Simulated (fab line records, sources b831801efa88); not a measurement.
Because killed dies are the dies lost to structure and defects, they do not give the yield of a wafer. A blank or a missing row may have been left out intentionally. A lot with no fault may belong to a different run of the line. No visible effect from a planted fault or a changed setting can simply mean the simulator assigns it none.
fab line records	flow gf180mcu	part 1 of 2: steps 1 to 28 of 40
record: lots: 5	wafers: 15	lastDay: 34
route steps=602 shown VT_IMPLANT@121 MVSD@136 NWELL@137 LVPWELL@138 MVPSD@139 DUAL_GATE@141 POLY_GATE@157
lots that met no fault: taken from a fault-free run of the same line
startH: hours from the record's first day to the start of the lot's first wafer shown	waitH: hours since the lot's step before	" same as the row above	L1.1+2: a single row standing in for several wafers	- either no value or no given start	* or withheld: withheld	< > ~ a bound
route shown NAME@n: NAME is a module with steps in the file, n the number in the route of the first one	usual: the fault-free wafers' mean and standard deviation	same: alike in all rows	chamber/n: place in a boat	sites: each site's reading	_std_site: standard deviation of those values	_edge_site: mean of outer sites minus mean of inner sites	radiusMm: for every site, how far away it sits from the centre of the wafer	mask NAME#n: copy n	behind: the last tool/chamber to shape the wafer	hold: why the lot went on hold/how many hours it stayed there/how the hold came to an end	device: which transistor (n, p or np) failed to switch	end of line: tests run on the same wafers once the route is complete	step lacking rows: just its recipe	killed: at the first sort, the dies lost to defects and structure; wafer yield is something else	map: shows each die of a wafer: x if killed, . if not, _ if none is there
set.NAME: setting as actually run; set.NAME@STEP: the setting as run at that earlier step	model.NAME: the simulator's own value behind a step, which no gauge read
lots seen at some steps along the route; tables by step, rows by wafer
services: from which hour (startH, from the record's first day; less than 0 if before it) a tool's chamber was out of use, for how many hours, and why
== steps ==
step: GF_VT_IMPLANT_STRIP_31
recipe: chemistry: O2/N2	powerW: 1400	pressureMtorr: 1500	platenTempC: 250	o2FlowSccm: 3000	n2FlowSccm: 300	overashFraction: 0.5
usual: drypumpMotorCurrentA: 5.8/0.45	heaterPowerW: 306/47	oesProductAu: 0.716/0.0046	platenTempC: 250.02/0.17	stripTimeToEndpointS: 12.63/0.034
lot.wafer	tool	chamber	startH	waitH	drypumpMotorCurrentA	heaterPowerW	oesProductAu	platenTempC	rfHoursCounterH	stripTimeToEndpointS
L077.4	plasmaAsher-03	0	157.08	0.1	5.3	272	0.714	250.00	-	12.61
L077.5	"	0	"	"	5.2	281	0.722	249.78	-	12.62
L077.6	"	1	"	"	6.4	242	0.718	249.92	-	12.60
L079.4	plasmaAsher-04	0	178.93	0.1	6.0	320	0.723	250.47	-	12.67
L079.5	"	1	"	"	5.4	357	0.716	250.11	-	12.65
L079.6	"	0	"	"	6.0	306	0.718	250.00	-	12.63
L092.1	plasmaAsher-02	1	260.31	0.1	5.6	349	0.716	249.71	55	12.63
L092.3	"	0	"	"	6.1	360	0.722	249.98	-	12.71
L092.5	"	0	"	"	6.0	350	0.718	249.86	-	12.67
L096.1	plasmaAsher-02	1	284.00	0.1	5.6	353	0.716	249.77	58	12.63
L096.2	"	0	"	"	6.1	355	0.719	249.96	58	12.58
L096.6	"	0	"	"	6.1	359	0.714	250.03	-	12.60
L097.1	plasmaAsher-03	0	288.21	0.1	5.2	275	0.715	249.79	17	12.64
L097.3	"	1	"	"	6.4	248	0.714	249.69	-	12.65
L097.6	"	1	"	"	6.4	233	0.712	250.01	-	12.61
step: GF_VT_IMPLANT_TW_MEAS_32
usual: VT_IMPLANT_3_TW: 269.8/2.6
lot.wafer	tool	chamber	startH	waitH	VT_IMPLANT_3_TW
L077.4	filmMetro-04	-	157.18	0.1	271.5
L077.5	"	-	"	"	272.1
L077.6	"	-	"	"	272.6
L079.4	filmMetro-02	-	179.03	0.1	265.8
L079.5	"	-	"	"	266.3
L079.6	"	-	"	"	267.2
L092.1	filmMetro-01	-	260.41	0.1	272.2
L092.3	"	-	"	"	272.5
L092.5	"	-	"	"	271.2
L096.1	filmMetro-02	-	284.10	0.1	269.2
L096.2	"	-	"	"	268.5
L096.6	"	-	"	"	268.7
L097.1	filmMetro-01	-	288.31	0.1	272.8
L097.3	"	-	"	"	271.2
L097.6	"	-	"	"	272.0
step: GF_VT_IMPLANT_DEHYDRATE_33
recipe: tempC: 200	timeS: 60
lot.wafer	tool	chamber	startH	waitH
L077.4+5+6	lithoTrack-04	0	165.15	8.0
L079.4+5+6	lithoTrack-04	0	187.25	8.2
L092.1+3+5	lithoTrack-04	0	268.67	8.3
L096.1+2+6	lithoTrack-02	0	292.50	8.4
L097.1+3+6	lithoTrack-02	0	297.75	9.4
step: GF_VT_IMPLANT_HMDS_34
recipe: primeTimeS: 60	primeTempC: 120
usual: primeTempC: 120.04/0.15
lot.wafer	tool	chamber	startH	waitH	primeTempC
L077.4	lithoTrack-04	0	165.30	0.1	119.88
L077.5	"	0	"	"	119.99
L077.6	"	0	"	"	119.83
L079.4	lithoTrack-04	0	187.40	0.1	120.02
L079.5	"	0	"	"	119.76
L079.6	"	0	"	"	120.03
L092.1	lithoTrack-04	0	268.82	0.1	120.17
L092.3	"	0	"	"	120.12
L092.5	"	0	"	"	119.98
L096.1	lithoTrack-02	0	292.65	0.1	119.77
L096.2	"	0	"	"	119.79
L096.6	"	0	"	"	120.01
L097.1	lithoTrack-02	0	297.90	0.1	120.13
L097.3	"	0	"	"	120.09
L097.6	"	0	"	"	120.06
step: GF_VT_IMPLANT_COAT_35
recipe: resist: NOVOLAK	spinRpm: 3000	resistThkNm: 1000
lot.wafer	tool	chamber	startH	waitH
L077.4+5+6	lithoTrack-04	0	165.45	0.1
L079.4+5+6	lithoTrack-04	0	187.55	0.1
L092.1+3+5	lithoTrack-04	0	268.97	0.1
L096.1+2+6	lithoTrack-02	0	292.80	0.1
L097.1+3+6	lithoTrack-02	0	298.05	0.1
step: GF_VT_IMPLANT_SOFTBAKE_36
recipe: tempC: 90	timeS: 60	resist: NOVOLAK
lot.wafer	tool	chamber	startH	waitH
L077.4+5+6	lithoTrack-04	0	165.60	0.1
L079.4+5+6	lithoTrack-04	0	187.70	0.1
L092.1+3+5	lithoTrack-04	0	269.12	0.1
L096.1+2+6	lithoTrack-02	0	292.95	0.1
L097.1+3+6	lithoTrack-02	0	298.20	0.1
step: GF_VT_IMPLANT_EXPOSE_37
recipe: maskId: Nwell_HV_AREA	targetCdNm: 860	na: 0.6	sourceShape: conventional	sigmaOuter: 0.6	doseMj: 140
usual: exposureDoseMJCm2: 140.01/0.14	focusOffsetNm: 0.0/0.49
same: na: 0.6	sigmaOuter: 0.6
lot.wafer	tool	chamber	startH	waitH	mask	exposureDoseMJCm2	focusOffsetNm
L077.4	ilineStepper-01	0	-	-	Nwell_HV_AREA#0	139.74	0.8
L077.5	"	0	"	"	Nwell_HV_AREA#0	140.15	0.1
L077.6	"	0	"	"	Nwell_HV_AREA#0	139.71	0.2
L079.4	ilineStepper-01	0	-	-	Nwell_HV_AREA#0	139.86	-0.6
L079.5	"	0	"	"	Nwell_HV_AREA#0	139.95	0.4
L079.6	"	0	"	"	Nwell_HV_AREA#0	139.85	0.0
L092.1	ilineStepper-02	0	-	-	Nwell_HV_AREA#0	140.20	-0.7
L092.3	"	0	"	"	Nwell_HV_AREA#0	139.90	0.2
L092.5	"	0	"	"	Nwell_HV_AREA#0	139.92	-0.2
L096.1	ilineStepper-02	0	-	-	Nwell_HV_AREA#0	139.93	-0.4
L096.2	"	0	"	"	Nwell_HV_AREA#0	139.84	-0.8
L096.6	"	0	"	"	Nwell_HV_AREA#0	139.92	0.5
L097.1	ilineStepper-02	0	-	-	Nwell_HV_AREA#0	139.82	-0.1
L097.3	"	0	"	"	Nwell_HV_AREA#0	139.86	0.6
L097.6	"	0	"	"	Nwell_HV_AREA#0	139.83	-0.1
step: GF_VT_IMPLANT_PEB_38
recipe: tempC: withheld	timeS: *	resist: NOVOLAK
lot.wafer	tool	chamber	startH	waitH
L077.4+5+6	lithoTrack-04	0	-	-
L079.4+5+6	lithoTrack-03	0	-	-
L092.1+3+5	lithoTrack-02	0	-	-
L096.1+2+6	lithoTrack-04	0	-	-
L097.1+3+6	lithoTrack-04	0	-	-
step: GF_VT_IMPLANT_DEVELOP_39
recipe: developTimeS: 60	devTempC: 23
lot.wafer	tool	chamber	startH	waitH
L077.4+5+6	lithoTrack-04	0	172.85	0.1
L079.4+5+6	lithoTrack-03	0	195.29	0.1
L092.1+3+5	lithoTrack-02	0	278.00	0.1
L096.1+2+6	lithoTrack-04	0	302.92	0.1
L097.1+3+6	lithoTrack-04	0	308.22	0.1
step: GF_VT_IMPLANT_OVL_MEAS_40
usual: VT_IMPLANT_03_OVL: -1.0/1.6
lot.wafer	tool	chamber	startH	waitH	VT_IMPLANT_03_OVL[nm]
L077.4	overlay-01	-	172.94	0.1	0.6
L077.5	"	-	"	"	0.4
L077.6	"	-	"	"	0.0
L079.4	overlay-01	-	195.38	0.1	-0.7
L079.5	"	-	"	"	0.7
L079.6	"	-	"	"	0.2
L092.1	overlay-02	-	278.15	0.1	-3.5
L092.3	"	-	"	"	-3.5
L092.5	"	-	"	"	-3.0
L096.1	overlay-02	-	303.07	0.1	-1.4
L096.2	"	-	"	"	-1.0
L096.6	"	-	"	"	-1.6
L097.1	overlay-01	-	308.37	0.1	-1.7
L097.3	"	-	"	"	-0.6
L097.6	"	-	"	"	-2.3
step: GF_VT_IMPLANT_IMPLANT_41
recipe: species: As	energyKev: 70	doseCm2: 1.013e+12	tiltDeg: 7
lot.wafer	tool	chamber	startH	waitH
L077.4+5+6	implanter-03	0	173.03	0.1
L079.4+5+6	implanter-02	0	195.47	0.1
L092.1+3+5	implanter-03	0	278.19	0.0
L096.1+2+6	implanter-03	0	303.11	0.0
L097.1+3+6	implanter-03	0	308.41	0.0
step: GF_VT_IMPLANT_STRIP_42
recipe: chemistry: O2/N2	powerW: 1400	pressureMtorr: 1500	platenTempC: 250	o2FlowSccm: 3000	n2FlowSccm: 300	overashFraction: 0.5
usual: drypumpMotorCurrentA: 5.8/0.41	heaterPowerW: 314/44	oesProductAu: 0.716/0.0044	platenTempC: 250.03/0.19	stripTimeToEndpointS: 12.63/0.038
lot.wafer	tool	chamber	startH	waitH	drypumpMotorCurrentA	heaterPowerW	oesProductAu	platenTempC	rfHoursCounterH	stripTimeToEndpointS
L077.4	plasmaAsher-02	0	173.14	0.1	6.1	372	0.703	249.98	-	12.68
L077.5	"	0	"	"	6.1	371	0.720	250.14	-	12.68
L077.6	"	1	"	"	5.6	342	0.721	250.14	-	12.65
L079.4	plasmaAsher-03	1	195.58	0.1	6.4	236	0.720	250.25	-	12.65
L079.5	"	1	"	"	6.4	238	0.717	250.08	-	12.67
L079.6	"	0	"	"	5.2	277	0.715	250.07	-	12.69
L092.1	plasmaAsher-02	1	278.34	0.1	5.6	348	0.715	249.99	57	12.64
L092.3	"	0	"	"	6.1	361	0.714	249.82	-	12.62
L092.5	"	1	"	"	5.6	340	0.716	249.98	-	12.64
L096.1	plasmaAsher-04	0	303.26	0.1	6.0	304	0.711	250.30	55	12.58
L096.2	"	1	"	"	5.4	357	0.709	249.80	55	12.54
L096.6	"	0	"	"	6.0	314	0.712	250.12	-	12.55
L097.1	plasmaAsher-04	0	308.56	0.1	6.0	312	0.718	249.74	55	12.65
L097.3	"	0	"	"	6.0	313	0.718	250.17	-	12.65
L097.6	"	0	"	"	6.0	311	0.717	249.88	-	12.60
step: GF_VT_IMPLANT_TW_MEAS_43
usual: VT_IMPLANT_4_TW: 695/5.7
lot.wafer	tool	chamber	startH	waitH	VT_IMPLANT_4_TW
L077.4	filmMetro-01	-	173.24	0.1	696
L077.5	"	-	"	"	696
L077.6	"	-	"	"	698
L079.4	filmMetro-01	-	195.68	0.1	690
L079.5	"	-	"	"	697
L079.6	"	-	"	"	699
L092.1	filmMetro-04	-	278.44	0.1	696
L092.3	"	-	"	"	697
L092.5	"	-	"	"	697
L096.1	filmMetro-02	-	303.36	0.1	695
L096.2	"	-	"	"	694
L096.6	"	-	"	"	697
L097.1	filmMetro-01	-	308.66	0.1	700
L097.3	"	-	"	"	701
L097.6	"	-	"	"	697
step: GF_VT_IMPLANT_CLEAN_44
recipe: chemistry: SC1/SC2	mix: 1:4:20	tempC: 70	timeS: 150	dry: n2Spin
lot.wafer	tool	chamber	startH	waitH
L077.4+5+6	wetBench-01	0	173.27	0.0
L079.4+5+6	wetBench-01	1	195.71	0.0
L092.1+3+5	wetBench-01	0	278.50	0.1
L096.1+2+6	wetBench-04	2	303.42	0.1
L097.1+3+6	wetBench-03	1	308.72	0.1
step: GF_VT_IMPLANT_RTA_45
recipe: tempC: 1050	timeS: 30	ambient: N2
usual: annealTempCMax: 1055.1/1.5	lampPowerPct: 34.2/1.9	wafer_temp_C_max: 1054.0/1
lot.wafer	tool	chamber	startH	waitH	annealTempCMax	lampPowerPct	wafer_temp_C_max
L077.4	rtpAnneal-01	0	173.37	0.1	1052.8	32.7	1052.8
L077.5	"	0	"	"	1052.9	32.7	1053.1
L077.6	"	0	"	"	1056.2	32.8	1054.0
L079.4	rtpAnneal-01	0	195.81	0.1	1054.1	32.7	1053.0
L079.5	"	0	"	"	1053.7	32.7	1052.5
L079.6	"	0	"	"	1055.0	32.7	1053.9
L092.1	rtpAnneal-01	0	278.55	0.0	1054.2	32.8	1055.0
L092.3	"	0	"	"	1055.0	32.7	1053.5
L092.5	"	0	"	"	1053.7	32.7	1052.5
L096.1	rtpAnneal-02	0	303.47	0.0	1055.5	36.7	1054.5
L096.2	"	0	"	"	1056.2	36.6	1055.4
L096.6	"	0	"	"	1058.0	36.6	1053.4
L097.1	rtpAnneal-02	0	308.77	0.0	1058.3	36.6	1054.6
L097.3	"	0	"	"	1056.9	36.6	1057.2
L097.6	"	0	"	"	1055.6	36.7	1056.5
step: GF_VT_IMPLANT_RS_MEAS_46
recipe: thkMeasGauge: four-point-probe
usual: MVSD_RS: 456.6/1.1
lot.wafer	tool	chamber	startH	waitH	MVSD_RS[ohm/sq]
L077.4	filmMetro-04	-	173.48	0.1	457.1
L077.5	"	-	"	"	457.1
L077.6	"	-	"	"	456.3
L079.4	filmMetro-02	-	195.92	0.1	456.2
L079.5	"	-	"	"	456.1
L079.6	"	-	"	"	456.9
L092.1	filmMetro-02	-	278.65	0.1	457.7
L092.3	"	-	"	"	457.1
L092.5	"	-	"	"	457.3
L096.1	filmMetro-03	-	303.57	0.1	456.0
L096.2	"	-	"	"	455.3
L096.6	"	-	"	"	456.4
L097.1	filmMetro-02	-	308.87	0.1	456.7
L097.3	"	-	"	"	456.2
L097.6	"	-	"	"	456.9
step: GF_VT_IMPLANT_RS_MEAS_47
recipe: thkMeasGauge: four-point-probe
usual: NWELL_RS: 487.7/1.4
lot.wafer	tool	chamber	startH	waitH	NWELL_RS[ohm/sq]
L077.4	filmMetro-04	-	173.60	0.1	488.9
L077.5	"	-	"	"	488.1
L077.6	"	-	"	"	488.0
L079.4	filmMetro-02	-	196.04	0.1	488.9
L079.5	"	-	"	"	490.1
L079.6	"	-	"	"	490.3
L092.1	filmMetro-02	-	278.77	0.1	486.7
L092.3	"	-	"	"	487.2
L092.5	"	-	"	"	488.6
L096.1	filmMetro-03	-	303.69	0.1	488.0
L096.2	"	-	"	"	489.0
L096.6	"	-	"	"	489.9
L097.1	filmMetro-02	-	308.99	0.1	486.4
L097.3	"	-	"	"	486.0
L097.6	"	-	"	"	486.2
step: GF_VT_IMPLANT_RS_MEAS_48
recipe: thkMeasGauge: four-point-probe
usual: LVPWELL_RS: 1197/3.4
lot.wafer	tool	chamber	startH	waitH	LVPWELL_RS[ohm/sq]
L077.4	filmMetro-04	-	173.72	0.1	1194
L077.5	"	-	"	"	1194
L077.6	"	-	"	"	1195
L079.4	filmMetro-02	-	196.16	0.1	1196
L079.5	"	-	"	"	1195
L079.6	"	-	"	"	1199
L092.1	filmMetro-02	-	278.89	0.1	1193
L092.3	"	-	"	"	1193
L092.5	"	-	"	"	1194
L096.1	filmMetro-03	-	303.81	0.1	1201
L096.2	"	-	"	"	1201
L096.6	"	-	"	"	1202
L097.1	filmMetro-02	-	309.11	0.1	1198
L097.3	"	-	"	"	1195
L097.6	"	-	"	"	1196
step: GF_VT_IMPLANT_RS_MEAS_49
recipe: thkMeasGauge: four-point-probe
usual: MVPSD_RS: 1168.8/2.8
lot.wafer	tool	chamber	startH	waitH	MVPSD_RS[ohm/sq]
L077.4	filmMetro-04	-	173.84	0.1	1169.1
L077.5	"	-	"	"	1166.3
L077.6	"	-	"	"	1165.5
L079.4	filmMetro-02	-	196.28	0.1	1167.4
L079.5	"	-	"	"	1167.3
L079.6	"	-	"	"	1168.9
L092.1	filmMetro-02	-	279.01	0.1	1173.0
L092.3	"	-	"	"	1168.5
L092.5	"	-	"	"	1173.2
L096.1	filmMetro-03	-	303.93	0.1	1166.2
L096.2	"	-	"	"	1168.9
L096.6	"	-	"	"	1165.4
L097.1	filmMetro-02	-	309.23	0.1	1173.2
L097.3	"	-	"	"	1173.8
L097.6	"	-	"	"	1172.0
step: GF_VT_IMPLANT_WET_ETCH_50
recipe: chemistry: dHF	targetDepthNm: 20	target: SiO2	tempC: 25	dilution: 100:1	timeS: 400
lot.wafer	tool	chamber	startH	waitH
L077.4+5+6	wetBench-04	3	173.90	0.0
L079.4+5+6	wetBench-03	2	196.34	0.0
L092.1+3+5	wetBench-04	0	279.13	0.1
L096.1+2+6	wetBench-04	2	304.05	0.1
L097.1+3+6	wetBench-04	1	309.35	0.1
step: GF_DUAL_GATE_CLEAN_00
recipe: chemistry: SC1/SC2	mix: 1:4:20	tempC: 70	timeS: 150
lot.wafer	tool	chamber	startH	waitH
L077.4+5+6	wetBench-04	1	174.02	0.0
L079.4+5+6	wetBench-04	0	196.58	0.0
L092.1+3+5	wetBench-01	3	279.25	0.0
L096.1+2+6	wetBench-01	0	304.17	0.0
L097.1+3+6	wetBench-01	3	309.48	0.0
step: GF_DUAL_GATE_CLEAN_01
recipe: chemistry: dHF	timeS: 20	dilution: 100:1	dry: ipaMarangoni
lot.wafer	tool	chamber	startH	waitH
L077.4+5+6	wetBench-04	3	174.07	0.0
L079.4+5+6	wetBench-01	2	196.63	0.0
L092.1+3+5	wetBench-04	1	279.30	0.0
L096.1+2+6	wetBench-03	3	304.22	0.0
L097.1+3+6	wetBench-03	2	309.53	0.0
step: GF_DUAL_GATE_OXIDATION_02
recipe: tempC: 900	ambient: O2	stabiliseS: 600	purgeS: 300	targetThkA: 108.87	oxTimeS: 1602
usual: oxTempC: 899.9/0.41	oxTempCMax: 903.6/0.76
lot.wafer	tool	chamber	startH	waitH	oxTempC	oxTempCMax
L077.4	furnace-02	0	174.10	0.0	900.5	904.0
L077.5	"	0	"	"	900.5	904.3
L077.6	"	0	"	"	900.6	904.6
L079.4	furnace-02	0	196.92	0.3	900.6	904.9
L079.5	"	0	"	"	900.5	905.0
L079.6	"	0	"	"	900.4	904.6
L092.1	furnace-02	0	279.31	0.0	899.8	903.9
L092.3	"	0	"	"	900.1	904.9
L092.5	"	0	"	"	900.6	904.9
L096.1	furnace-01	0	304.23	0.0	899.2	902.6
L096.2	"	0	"	"	899.8	903.7
L096.6	"	0	"	"	899.5	903.6
L097.1	furnace-02	0	310.91	1.4	899.8	904.0
L097.3	"	0	"	"	899.7	903.3
L097.6	"	0	"	"	900.0	905.3
step: GF_DUAL_GATE_THK_MEAS_03
recipe: reads: SiO2_of_DUAL_GATE_OXIDATION_02
usual: DUAL_GATE_OXIDATION_00_THK: 10.98/0.28
lot.wafer	tool	chamber	startH	waitH	DUAL_GATE_OXIDATION_00_THK[nm]
L077.4	filmMetro-02	-	175.58	0.0	10.78
L077.5	"	-	"	"	10.70
L077.6	"	-	"	"	10.87
L079.4	filmMetro-03	-	198.39	0.0	10.86
L079.5	"	-	"	"	10.79
L079.6	"	-	"	"	11.02
L092.1	filmMetro-01	-	280.76	0.0	11.02
L092.3	"	-	"	"	11.11
L092.5	"	-	"	"	10.92
L096.1	filmMetro-03	-	305.67	0.0	11.19
L096.2	"	-	"	"	11.31
L096.6	"	-	"	"	11.26
L097.1	filmMetro-03	-	312.35	0.0	10.96
L097.3	"	-	"	"	10.89
L097.6	"	-	"	"	10.93
step: GF_DUAL_GATE_DEHYDRATE_04
recipe: tempC: 200	timeS: 60
lot.wafer	tool	chamber	startH	waitH
L077.4+5+6	lithoTrack-01	0	183.02	7.4
L079.4+5+6	lithoTrack-04	0	206.65	8.2
L092.1+3+5	lithoTrack-04	0	290.02	9.3
L096.1+2+6	lithoTrack-04	0	314.97	9.3
L097.1+3+6	lithoTrack-01	0	321.24	8.9
step: GF_DUAL_GATE_HMDS_05
recipe: primeTimeS: 60	primeTempC: 120
usual: primeTempC: 119.97/0.14
lot.wafer	tool	chamber	startH	waitH	primeTempC
L077.4	lithoTrack-01	0	183.17	0.1	120.27
L077.5	"	0	"	"	120.15
L077.6	"	0	"	"	120.07
L079.4	lithoTrack-04	0	206.80	0.1	120.02
L079.5	"	0	"	"	120.09
L079.6	"	0	"	"	119.96
L092.1	lithoTrack-04	0	290.17	0.1	120.05
L092.3	"	0	"	"	119.97
L092.5	"	0	"	"	120.07
L096.1	lithoTrack-04	0	315.12	0.1	120.12
L096.2	"	0	"	"	119.92
L096.6	"	0	"	"	120.06
L097.1	lithoTrack-01	0	321.39	0.1	119.85
L097.3	"	0	"	"	119.81
L097.6	"	0	"	"	119.77
step: GF_DUAL_GATE_COAT_06
recipe: resist: NOVOLAK	spinRpm: 3000	resistThkNm: 1000
lot.wafer	tool	chamber	startH	waitH
L077.4+5+6	lithoTrack-01	0	183.32	0.1
L079.4+5+6	lithoTrack-04	0	206.95	0.1
L092.1+3+5	lithoTrack-04	0	290.32	0.1
L096.1+2+6	lithoTrack-04	0	315.27	0.1
L097.1+3+6	lithoTrack-01	0	321.54	0.1
step: GF_DUAL_GATE_SOFTBAKE_07
recipe: tempC: 90	timeS: 60	resist: NOVOLAK
lot.wafer	tool	chamber	startH	waitH
L077.4+5+6	lithoTrack-01	0	183.47	0.1
L079.4+5+6	lithoTrack-04	0	207.10	0.1
L092.1+3+5	lithoTrack-04	0	290.47	0.1
L096.1+2+6	lithoTrack-04	0	315.42	0.1
L097.1+3+6	lithoTrack-01	0	321.69	0.1
